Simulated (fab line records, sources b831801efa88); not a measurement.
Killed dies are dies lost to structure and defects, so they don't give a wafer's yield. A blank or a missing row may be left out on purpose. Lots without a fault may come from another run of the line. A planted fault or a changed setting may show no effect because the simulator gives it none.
fab line records | flow sky130
record lots=6 wafers=18 last_day=50
route steps=708 shown VT_ADJUST_NCORE@128 VT_ADJUST_HVTR@131 VT_ADJUST_PCH@143 PAD_OPEN@708
lots that met no fault: from a run of the same line without faults
start_h: hours from the record's first day to the start of the lot's first wafer shown | wait_h: hours since the lot's step before | " the same as in the row above | L1.1+2: a row that stands for several wafers | - no value, or no start given | * or withheld: withheld | < > ~ a bound
route shown NAME@n: a module of which the file shows steps, and the number in the route of the first | usual: mean/standard deviation of fault-free wafers | same: alike in all rows | chamber/n: place in a boat | sites: the reading at each site | _std_site: their standard deviation | _edge_site: outer sites' mean less inner sites' | radius_mm: how far each site lies from the wafer's centre | mask NAME#n: copy n | behind: the tool/chamber that last shaped the wafer | hold: why the lot was held/for how many hours/how that ended | device: the transistor (n, p or np) that didn't switch | end of line: the same wafers' tests at the end of the route | a step without rows: its recipe alone | killed: dies lost to structure and defects at the first sort, not the wafer's yield | map: a wafer's dies, x killed, . not, _ none there
set.NAME: the setting as run; set.NAME@STEP: as run at that earlier step | model.NAME: the simulator's own value behind a step, which no gauge read
lots at some steps of the route; a table a step, a row a wafer
services: from which hour (start_h, from the record's first day; less than 0 if before it) a tool's chamber was out of use, for how many hours, and why
## steps
# step SKY_VT_ADJUST_NCORE_IMPLANT_09
# recipe species=B energy_kev=10 dose_cm2=2.4e+12 tilt_deg=withheld
# step SKY_VT_ADJUST_NCORE_STRIP_10
# recipe chemistry=O2/N2 power_w=1400 pressure_mtorr=1500 platen_temp_c=withheld o2_flow_sccm=3000 n2_flow_sccm=300 overash_fraction=0.5
# usual chamber_pressure_mTorr=1500.1/1.3 drypump_motor_current_A=5.82/0.23 oes_product_au=0.715/0.0045 strip_time_to_endpoint_s=14.20/0.039
# columns lot.wafer tool chamber start_h wait_h chamber_pressure_mTorr drypump_motor_current_A oes_product_au rf_hours_counter_h strip_time_to_endpoint_s
L249.1 plasma_asher-02 1 187.04 0.1 1501.5 6.24 0.717 50 14.20
L249.2 " 0 " " 1498.8 5.91 0.720 50 14.21
L249.3 " 1 " " 1499.9 6.28 0.717 - 14.18
L253.1 plasma_asher-04 0 218.54 0.1 1502.0 5.57 0.714 9 14.13
L253.2 " 1 " " 1499.9 6.09 0.719 9 14.12
L253.5 " 1 " " 1498.8 6.08 0.721 - 14.15
L260.2 plasma_asher-01 0 249.64 0.1 1501.2 5.60 0.722 43 14.18
L260.3 " 0 " " 1501.4 5.59 0.716 - 14.20
L260.6 " 0 " " 1500.0 5.62 0.713 - 14.17
L264.1 plasma_asher-01 1 280.15 0.1 1500.6 5.81 0.719 46 14.20
L264.2 " 0 " " 1500.9 5.58 0.720 46 14.17
L264.3 " 0 " " 1497.5 5.58 0.719 - 14.16
L265.1 plasma_asher-01 1 299.49 0.1 1498.0 5.87 0.714 48 14.22
L265.2 " 0 " " 1498.2 5.60 0.727 48 14.14
L265.6 " 0 " " 1500.4 5.58 0.717 - 14.17
L272.3 plasma_asher-01 0 357.43 0.1 1500.3 5.59 0.711 - 14.27
L272.5 " 1 " " 1498.6 5.83 0.722 - 14.28
L272.6 " 0 " " 1498.9 5.58 0.723 - 14.26
# step SKY_VT_ADJUST_NCORE_TW_MEAS_11
# usual VT_ADJUST_NCORE_TW=220.6/1.1
# columns lot.wafer tool chamber start_h wait_h VT_ADJUST_NCORE_TW
L249.1 film_metro-01 - 187.14 0.1 222.4
L249.2 " - " " 221.9
L249.3 " - " " 221.1
L253.1 film_metro-03 - 218.64 0.1 220.0
L253.2 " - " " 220.7
L253.5 " - " " 221.7
L260.2 film_metro-01 - 249.75 0.1 221.5
L260.3 " - " " 222.9
L260.6 " - " " 221.8
L264.1 film_metro-04 - 280.25 0.1 219.1
L264.2 " - " " 220.0
L264.3 " - " " 219.2
L265.1 film_metro-01 - 299.59 0.1 221.4
L265.2 " - " " 221.8
L265.6 " - " " 222.2
L272.3 film_metro-01 - 357.52 0.1 221.3
L272.5 " - " " 220.3
L272.6 " - " " 220.7
# step SKY_VT_ADJUST_HVTR_DEHYDRATE_00
# recipe temp_c=200 time_s=60
# step SKY_VT_ADJUST_HVTR_HMDS_01
# recipe prime_time_s=60 prime_temp_c=120
# step SKY_VT_ADJUST_HVTR_COAT_02
# recipe resist=NOVOLAK spin_rpm=3000 resist_thk_nm=1140
# step SKY_VT_ADJUST_HVTR_SOFTBAKE_03
# recipe temp_c=90 time_s=60 resist=NOVOLAK
# step SKY_VT_ADJUST_HVTR_EXPOSE_04
# recipe mask_id=HVTRM target_cd_nm=380 na=0.6 source_shape=conventional sigma_outer=0.6 dose_mj=150
# step SKY_VT_ADJUST_HVTR_PEB_05
# recipe temp_c=withheld time_s=* resist=NOVOLAK
# step SKY_VT_ADJUST_HVTR_DEVELOP_06
# recipe develop_time_s=60 dev_temp_c=23
# step SKY_VT_ADJUST_HVTR_CD_MEAS_07
# recipe target_cd_nm=380
# usual cd_nm=379.0/2.7
# columns lot.wafer tool chamber start_h wait_h cd_nm
L249.1 cd_sem-01 - 203.18 0.1 381.1
L249.2 " - " " 380.9
L249.3 " - " " 380.5
L253.1 cd_sem-01 - 241.43 0.1 381.4
L253.2 " - " " 381.0
L253.5 " - " " 381.5
L260.2 cd_sem-01 - 272.72 0.1 379.5
L260.3 " - " " 378.1
L260.6 " - " " 376.0
L264.1 cd_sem-02 - 305.48 0.1 377.9
L264.2 " - " " 377.4
L264.3 " - " " 376.1
L265.1 cd_sem-01 - 325.75 0.1 376.8
L265.2 " - " " 378.3
L265.6 " - " " 376.2
L272.3 cd_sem-02 - 384.88 0.1 383.6
L272.5 " - " " 382.3
L272.6 " - " " 383.2
# step SKY_VT_ADJUST_HVTR_OVL_MEAS_08
# usual VT_ADJUST_HVTR_OVL=0.4/1.9
# columns lot.wafer tool chamber start_h wait_h VT_ADJUST_HVTR_OVL[nm]
L249.1 overlay-01 - 203.30 0.1 -0.7
L249.2 " - " " -1.9
L249.3 " - " " -3.0
L253.1 overlay-01 - 241.55 0.1 1.2
L253.2 " - " " 1.1
L253.5 " - " " 0.8
L260.2 overlay-01 - 272.83 0.1 -1.8
L260.3 " - " " -2.1
L260.6 " - " " -2.4
L264.1 overlay-02 - 305.60 0.1 0.7
L264.2 " - " " -0.1
L264.3 " - " " 2.3
L265.1 overlay-01 - 325.87 0.1 -0.5
L265.2 " - " " 1.6
L265.6 " - " " -0.1
L272.3 overlay-01 - 384.97 0.1 0.8
L272.5 " - " " -2.2
L272.6 " - " " -1.6
# step SKY_VT_ADJUST_HVTR_IMPLANT_09
# recipe species=B energy_kev=10 dose_cm2=2.1e+12 tilt_deg=withheld
# usual beam_on_s=10.00/0.22 faraday_current_uA=11.85/0.26
# columns lot.wafer tool chamber start_h wait_h beam_on_s faraday_current_uA
L249.1 implanter-02 0 203.34 0.0 9.26 12.75
L249.2 " 0 " " 9.74 12.20
L249.3 " 0 " " 9.99 11.77
L253.1 implanter-04 0 241.59 0.0 9.95 11.88
L253.2 " 0 " " 9.84 12.09
L253.5 " 0 " " 9.86 11.98
L260.2 implanter-01 0 272.89 0.0 10.43 11.31
L260.3 " 0 " " 9.93 12.00
L260.6 " 0 " " 9.81 12.04
L264.1 implanter-04 0 305.64 0.0 8.37 14.15
L264.2 " 0 " " 8.50 13.96
L264.3 " 0 " " 8.50 13.94
L265.1 implanter-04 0 325.91 0.0 8.75 13.61
L265.2 " 0 " " 8.65 13.58
L265.6 " 0 " " 8.67 13.66
L272.3 implanter-02 0 385.05 0.1 9.75 12.16
L272.5 " 0 " " 10.33 11.41
L272.6 " 0 " " 9.78 12.13
# step SKY_VT_ADJUST_HVTR_STRIP_10
# recipe chemistry=O2/N2 power_w=1400 pressure_mtorr=1500 platen_temp_c=withheld o2_flow_sccm=3000 n2_flow_sccm=300 overash_fraction=0.5
# usual chamber_pressure_mTorr=1500.0/1.4 drypump_motor_current_A=5.83/0.29 oes_product_au=0.716/0.0048 strip_time_to_endpoint_s=14.18/0.041
# columns lot.wafer tool chamber start_h wait_h chamber_pressure_mTorr drypump_motor_current_A oes_product_au rf_hours_counter_h strip_time_to_endpoint_s
L249.1 plasma_asher-03 0 203.49 0.1 1499.4 6.12 0.719 52 14.21
L249.2 " 1 " " 1498.0 5.42 0.706 52 14.20
L249.3 " 1 " " 1500.0 5.42 0.718 - 14.23
L253.1 plasma_asher-01 1 241.74 0.1 1499.5 5.85 0.727 42 14.23
L253.2 " 0 " " 1500.2 5.60 0.721 42 14.24
L253.5 " 0 " " 1500.9 5.60 0.706 - 14.17
L260.2 plasma_asher-03 0 273.01 0.1 1500.8 6.11 0.711 59 14.11
L260.3 " 0 " " 1501.0 6.10 0.706 - 14.12
L260.6 " 1 " " 1498.6 5.43 0.713 - 14.17
L264.1 plasma_asher-03 1 305.79 0.1 1497.8 5.43 0.729 62 14.23
L264.2 " 0 " " 1496.7 6.13 0.717 62 14.21
L264.3 " 1 " " 1500.4 5.43 0.719 - 14.20
L265.1 plasma_asher-02 1 326.06 0.1 1500.9 6.27 0.715 64 14.16
L265.2 " 0 " " 1501.3 5.84 0.718 64 14.14
L265.6 " 1 " " 1496.9 6.28 0.719 - 14.11
L272.3 plasma_asher-02 0 385.18 0.1 1500.0 5.84 0.720 - 14.10
L272.5 " 0 " " 1500.7 5.83 0.718 - 14.11
L272.6 " 1 " " 1497.8 6.26 0.731 - 14.10
# step SKY_VT_ADJUST_HVTR_TW_MEAS_11
# usual VT_ADJUST_HVTR_TW=212.7/1.1
# columns lot.wafer tool chamber start_h wait_h VT_ADJUST_HVTR_TW
L249.1 film_metro-02 - 203.59 0.1 211.8
L249.2 " - " " 213.4
L249.3 " - " " 212.3
L253.1 film_metro-02 - 241.84 0.1 213.3
L253.2 " - " " 212.6
L253.5 " - " " 213.5
L260.2 film_metro-04 - 273.12 0.1 211.9
L260.3 " - " " 211.5
L260.6 " - " " 211.4
L264.1 film_metro-04 - 305.89 0.1 202.5
L264.2 " - " " 202.5
L264.3 " - " " 201.9
L265.1 film_metro-04 - 326.16 0.1 202.6
L265.2 " - " " 202.2
L265.6 " - " " 201.8
L272.3 film_metro-01 - 385.27 0.1 214.5
L272.5 " - " " 213.2
L272.6 " - " " 214.5
# step SKY_VT_ADJUST_PCH_DEHYDRATE_00
# recipe temp_c=200 time_s=60
# step SKY_PAD_OPEN_PROBE_99
# usual killed_at_M0_to_M3=43/6.4 killed_at_M4_up=3.1/2 killed_at_contacts=24/5.2 killed_at_front_end=15/4.3 killed_at_other=0.2/0.48 killed_dies=85/9.7 killed_open=47/6.9 killed_short=38/6.7
# same gross_dies=492 killed_at_back_side=0
# columns lot.wafer tool chamber start_h wait_h killed_at_M0_to_M3 killed_at_M4_up killed_at_contacts killed_at_front_end killed_at_other killed_dies killed_open killed_short model.etest.pfet_01v8_mvt.drive_ua_um model.etest.pfet_01v8_mvt.off_log10_a_um model.etest.pfet_01v8_mvt.vt_sat_v model.etest.pfet_01v8_mvt.vt_v model.etest.pfet_01v8_mvt.vt_long_v
L249.1 prober-01 - 1081.06 0.1 49 3 25 12 0 89 52 37 153.7 -10.73 -0.5752 -0.6619 -0.8628
L249.2 prober-01 - 1081.11 0.1 33 2 31 13 0 79 47 32 153.2 -11.08 -0.5847 -0.6692 -0.8722
L249.3 prober-01 - 1081.16 0.2 49 6 27 15 0 97 52 45 153.4 -10.89 -0.5914 -0.672 -0.8675
L253.1 prober-02 - 1110.15 0.1 42 1 27 20 0 90 49 41 149 -10.74 -0.5711 -0.6557 -0.8566
L253.2 prober-02 - 1110.20 0.1 34 3 23 12 0 72 42 30 150.2 -10.7 -0.5715 -0.6555 -0.8576
L253.5 prober-02 - 1110.35 0.2 45 3 26 17 0 91 50 41 148 -10.71 -0.571 -0.6555 -0.8558
L260.2 prober-01 - 1144.30 0.1 42 4 15 10 0 71 36 35 148.8 -10.81 -0.5645 -0.6526 -0.8554
L260.3 prober-01 - 1144.35 0.2 48 4 27 14 0 93 44 49 154.6 -10.58 -0.5522 -0.643 -0.8529
L260.6 prober-01 - 1144.50 0.2 31 5 21 10 0 67 36 31 151.9 -10.48 -0.5592 -0.6506 -0.8566
L264.1 prober-01 - 1165.54 0.1 39 3 25 13 0 80 48 32 142.1 -11.54 -0.6348 -0.7064 -0.9076
L264.2 prober-01 - 1165.59 0.1 50 4 29 14 0 97 48 49 142.4 -11.51 -0.6435 -0.7139 -0.9103
L264.3 prober-01 - 1165.64 0.2 49 1 17 21 1 89 43 46 145.5 -11.46 -0.6242 -0.7036 -0.9089
L265.1 prober-02 - 1174.58 0.1 35 1 22 19 1 78 40 38 143.3 -11.34 -0.6202 -0.7002 -0.9092
L265.2 prober-02 - 1174.63 0.1 42 3 30 11 1 87 48 38 144.2 -11.33 -0.6194 -0.7022 -0.9074
L265.6 prober-02 - 1174.83 0.2 29 0 25 12 0 66 42 24 143.8 -11.25 -0.6155 -0.6988 -0.9089
L272.3 prober-02 - 1211.66 0.2 35 2 26 15 0 78 46 32 157 -10.31 -0.5399 -0.6322 -0.8436
L272.5 prober-02 - 1211.76 0.2 39 3 27 14 0 83 47 36 159.7 -10.27 -0.5351 -0.6305 -0.8399
L272.6 prober-02 - 1211.81 0.2 37 1 18 17 0 73 45 28 157.3 -10.08 -0.5332 -0.6232 -0.8423
# killed by level:class
L249.1 VIA1:geometric_particle:open=14 LI_CONTACT:geometric_particle:open=9 VIA2:geometric_particle:open=8 CONTACT:geometric_particle:open=8 METAL1:geometric_particle:short=6 VIA1:geometric_particle:short=5 POLY_GATE:geometric_particle:short=4 LOCAL_INTERCONNECT:geometric_particle:short=4
L249.2 LI_CONTACT:geometric_particle:open=11 CONTACT:geometric_particle:open=8 METAL1:geometric_particle:short=7 CONTACT:geometric_particle:short=6 VIA2:geometric_particle:open=6 VIA3:geometric_particle:open=6 FIELD_ISO:geometric_particle:open=5 POLY_GATE:geometric_particle:open=5
L249.3 VIA1:geometric_particle:open=11 CONTACT:geometric_particle:open=9 VIA3:geometric_particle:open=8 LI_CONTACT:geometric_particle:open=7 METAL1:geometric_particle:short=7 METAL4:geometric_particle:short=6 METAL2:geometric_particle:short=6 VIA1:geometric_particle:short=5
L253.1 VIA1:geometric_particle:open=9 CONTACT:geometric_particle:open=8 VIA3:geometric_particle:open=8 POLY_GATE:geometric_particle:open=6 LI_CONTACT:geometric_particle:short=6 CONTACT:geometric_particle:short=6 LI_CONTACT:geometric_particle:open=5 VIA2:geometric_particle:open=5
L253.2 VIA1:geometric_particle:open=11 CONTACT:geometric_particle:open=10 VIA1:geometric_particle:short=5 FIELD_ISO:geometric_particle:open=4 FIELD_ISO:geometric_particle:short=4 LI_CONTACT:geometric_particle:open=4 LOCAL_INTERCONNECT:geometric_particle:short=3 CONTACT:geometric_particle:short=3
L253.5 VIA2:geometric_particle:open=10 CONTACT:geometric_particle:open=10 LI_CONTACT:geometric_particle:open=8 VIA1:geometric_particle:open=7 VIA3:geometric_particle:open=6 POLY_GATE:geometric_particle:short=5 VIA1:geometric_particle:short=5 CONTACT:geometric_particle:short=5
L260.2 VIA1:geometric_particle:open=11 METAL2:geometric_particle:short=9 VIA1:geometric_particle:short=7 LI_CONTACT:geometric_particle:open=5 CONTACT:geometric_particle:open=5 POLY_GATE:geometric_particle:short=3 VIA2:geometric_particle:open=3 VIA3:geometric_particle:open=3
L260.3 VIA1:geometric_particle:open=16 LI_CONTACT:geometric_particle:open=7 LI_CONTACT:geometric_particle:short=6 CONTACT:geometric_particle:open=6 VIA1:geometric_particle:short=6 VIA2:geometric_particle:open=6 POLY_GATE:geometric_particle:short=5 LOCAL_INTERCONNECT:geometric_particle:short=5
L260.6 LI_CONTACT:geometric_particle:open=10 VIA1:geometric_particle:open=9 CONTACT:geometric_particle:short=6 METAL2:geometric_particle:short=5 METAL4:geometric_particle:short=5 FIELD_ISO:geometric_particle:short=4 FIELD_ISO:geometric_particle:open=4 CONTACT:geometric_particle:open=4
L264.1 VIA1:geometric_particle:open=10 LI_CONTACT:geometric_particle:open=8 CONTACT:geometric_particle:open=8 METAL2:geometric_particle:short=7 POLY_GATE:geometric_particle:open=5 LOCAL_INTERCONNECT:geometric_particle:short=5 VIA3:geometric_particle:open=5 METAL1:geometric_particle:short=4
L264.2 VIA1:geometric_particle:open=11 CONTACT:geometric_particle:open=10 METAL1:geometric_particle:short=6 LI_CONTACT:geometric_particle:open=6 CONTACT:geometric_particle:short=6 VIA1:geometric_particle:short=6 METAL3:geometric_particle:short=5 VIA3:geometric_particle:open=5
L264.3 METAL1:geometric_particle:short=10 LI_CONTACT:geometric_particle:open=7 FIELD_ISO:geometric_particle:open=6 VIA2:geometric_particle:open=6 FIELD_ISO:geometric_particle:short=5 VIA1:geometric_particle:open=5 VIA3:geometric_particle:short=5 POLY_GATE:geometric_particle:open=4
L265.1 VIA1:geometric_particle:open=11 CONTACT:geometric_particle:open=8 POLY_GATE:geometric_particle:short=7 LI_CONTACT:geometric_particle:open=6 METAL1:geometric_particle:short=5 FIELD_ISO:geometric_particle:open=4 VIA3:geometric_particle:open=4 LI_CONTACT:geometric_particle:short=3
L265.2 LI_CONTACT:geometric_particle:open=14 VIA1:geometric_particle:open=10 VIA2:geometric_particle:open=7 CONTACT:geometric_particle:open=6 METAL2:geometric_particle:short=6 METAL1:geometric_particle:short=5 LOCAL_INTERCONNECT:geometric_particle:short=4 CONTACT:geometric_particle:short=4
L265.6 LI_CONTACT:geometric_particle:open=11 VIA1:geometric_particle:open=7 METAL1:geometric_particle:short=6 VIA3:geometric_particle:open=6 POLY_GATE:geometric_particle:short=5 LOCAL_INTERCONNECT:geometric_particle:short=5 CONTACT:geometric_particle:open=5 VIA2:geometric_particle:open=5
L272.3 LI_CONTACT:geometric_particle:open=9 VIA1:geometric_particle:open=8 CONTACT:geometric_particle:open=7 FIELD_ISO:geometric_particle:open=6 FIELD_ISO:geometric_particle:short=5 CONTACT:geometric_particle:short=5 METAL1:geometric_particle:open=4 VIA2:geometric_particle:open=4
L272.5 VIA2:geometric_particle:open=13 VIA1:geometric_particle:open=10 LI_CONTACT:geometric_particle:open=7 CONTACT:geometric_particle:open=6 LOCAL_INTERCONNECT:geometric_particle:short=5 CONTACT:geometric_particle:short=5 VIA1:geometric_particle:short=5 LI_CONTACT:geometric_particle:short=4
L272.6 VIA1:geometric_particle:open=12 CONTACT:geometric_particle:open=10 VIA3:geometric_particle:open=6 FIELD_ISO:geometric_particle:open=5 VIA2:geometric_particle:open=5 FIELD_ISO:geometric_particle:short=4 LOCAL_INTERCONNECT:geometric_particle:short=4 METAL3:geometric_particle:short=3
## services
# columns tool chamber start_h hours kind
implanter-02 - 232.64 5.2 repair
implanter-02 - 246.16 3.4 pm
implanter-02 - 263.97 1.1 repair
implanter-02 - 269.69 9.6 repair
implanter-02 - 275.97 3.2 repair
plasma_asher-01 - 285.07 5.1 repair
implanter-04 - 292.06 3.2 repair
plasma_asher-03 - 318.52 3.3 repair
implanter-04 - 346.12 3.5 pm
implanter-04 - 352.45 5.7 repair
plasma_asher-01 - 353.43 2.8 pm
implanter-01 - 368.21 0.7 repair
implanter-02 - 370.93 2.3 repair
implanter-04 - 384.64 4.1 repair
## key
first_sign step=SKY_VT_ADJUST_HVTR_IMPLANT_09 reading=faraday_current_uA direction=up sigmas=7.6 usual=11.85 struck=13.82
effect step=SKY_VT_ADJUST_HVTR_IMPLANT_09 reading=beam_on_s direction=down sigmas=6.5 usual=10.00 struck=8.57
effect step=SKY_VT_ADJUST_HVTR_TW_MEAS_11 reading=VT_ADJUST_HVTR_TW direction=down sigmas=9.6 usual=212.7 struck=202.2
model_effect step=SKY_PAD_OPEN_PROBE_99 value=etest.pfet_01v8_mvt.drive_ua_um without=149.7 struck=143.5
met_at SKY_VT_ADJUST_HVTR_IMPLANT_09
struck_wafers L264.1,L264.2,L264.3,L265.1,L265.2,L265.6
tester_left_out L264,L265
onset_between 241.59 305.64
fault kind=process_parameter_drift tool=implanter-04 chamber=- onset_h=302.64 steps=SKY_VT_ADJUST_HVTR_IMPLANT_09 channel=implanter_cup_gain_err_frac offset=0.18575 shape=step end_h=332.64
# tester_left_out: of these lots the tester's yield and bins aren't shown, on N5 and GAA mostly nor the transistor test; their killed dies are dies lost to structure and defects alone, not to doping, threshold or leakage, so they don't give the yield
